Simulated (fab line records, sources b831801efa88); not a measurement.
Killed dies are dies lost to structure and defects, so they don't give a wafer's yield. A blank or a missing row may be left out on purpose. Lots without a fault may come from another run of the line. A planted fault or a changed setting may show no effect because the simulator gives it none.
Chamber matching | flow sky130 | SKY_FIELD_ISO_ETCH_17 on rie_si-02: 4 sister chambers
The step etches Si in HBr/Cl2/O2, target depth 342 nm, time 97.7 s. 4 wafers are shown with their chamber, then 9 later ones without.

WAFERS WITH THEIR CHAMBER
wafer  | chamber | drypump_motor_current_A (A)
L818.2 | 0       | 5.4
L818.3 | 1       | 6.1
L821.2 | 3       | 6.4
L821.5 | 2       | 5.6

WAFERS WITHOUT THEIR CHAMBER
wafer  | drypump_motor_current_A (A)
L823.1 | 6.0
L823.2 | 5.3
L823.4 | 6.4
L824.1 | 6.1
L824.2 | 5.3
L824.6 | 5.3
L826.1 | 5.6
L826.2 | 6.1
L826.5 | 6.1

WHICH CHAMBER EACH WENT THROUGH
wafer  | from the rows above | in truth
L823.1 | 1                   | 1
L823.2 | 0                   | 0
L823.4 | 3                   | 3
L824.1 | 1                   | 1
L824.2 | 0                   | 0
L824.6 | 0                   | 0
L826.1 | 2                   | 2
L826.2 | 1                   | 1
L826.5 | 1                   | 1
Placed correctly: 9 of 9. Can't be placed from these rows: 0. Placed wrongly: 0.
How it was worked out, from the rows above alone: a wafer's distance from a chamber is the root of the sum, over the readings, of the square of ((its reading less the chamber's mean) divided by the reading's scatter). The wafer belongs to the nearest chamber; if the next one is less than 2 further off, it can't be placed. A chamber's mean is the mean of its shown wafers. The scatter: with one shown wafer a chamber, the root of the mean of the squares of how far each hidden wafer lies from its nearest shown one.
